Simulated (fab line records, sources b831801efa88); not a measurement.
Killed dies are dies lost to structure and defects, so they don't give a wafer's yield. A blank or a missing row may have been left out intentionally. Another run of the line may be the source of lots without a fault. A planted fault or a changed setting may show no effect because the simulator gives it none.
Which tool did it? / flow sky130 / 6 lots with 18 wafers sampled at 2 steps, on a route of 708 steps

WHAT THE GAUGES SHOWED, per wafer
SKY_METAL4_OVL_MEAS_14.
lot=L983; measured=day 42 10:53; on=overlay-02; METAL4_OVL (nm)=9 3 15
lot=L985; measured=day 42 15:50; on=overlay-01; METAL4_OVL (nm)=1 5 5
lot=L988; measured=day 43 17:03; on=overlay-02; METAL4_OVL (nm)=9 2 5
lot=L990; measured=day 44 09:31; on=overlay-02; METAL4_OVL (nm)=1 0 -1
lot=L992; measured=day 45 04:28; on=overlay-02; METAL4_OVL (nm)=-1 -7 -8
lot=L104; measured=day 47 19:35; on=overlay-01; METAL4_OVL (nm)=-3 -1 -4

WHICH TOOL RAN EACH LOT (tool, then ch and the chambers of the sampled wafers, then the start)
lot=L983; SKY_VIA3_SPUTTER_20=pvd sputter-01, day 40 09:59
lot=L985; SKY_VIA3_SPUTTER_20=pvd sputter-02, day 40 14:08
lot=L988; SKY_VIA3_SPUTTER_20=pvd sputter-04, day 41 17:31
lot=L990; SKY_VIA3_SPUTTER_20=pvd sputter-04, day 42 10:17
lot=L992; SKY_VIA3_SPUTTER_20=pvd sputter-04, day 43 06:25
lot=L104; SKY_VIA3_SPUTTER_20=pvd sputter-01, day 46 02:26
- SKY_VIA3_SPUTTER_20: material TiN, target thk 20 nm, time 80 s.

THE ANSWER, worked out from the rows above alone
Rule: usual is defined by the lots themselves. The widest of any qualifying gaps counts: lots, ordered by their means at a reading, are off when they make up no more than a third of the lots, leave a main group of 4 or more, and stand apart from it by 3 or more times the standard deviation of that group's means. If all means in a main group match to the digits the tables above print for the reading, that group is not used. A lot without any number at a reading at which 4 lots or more have one is off too. The other lots that the step has rows for count as sound.
Nothing can be told from this: no lot is off at any reading shown.

WHAT WAS PUT IN BY THE SIMULATOR
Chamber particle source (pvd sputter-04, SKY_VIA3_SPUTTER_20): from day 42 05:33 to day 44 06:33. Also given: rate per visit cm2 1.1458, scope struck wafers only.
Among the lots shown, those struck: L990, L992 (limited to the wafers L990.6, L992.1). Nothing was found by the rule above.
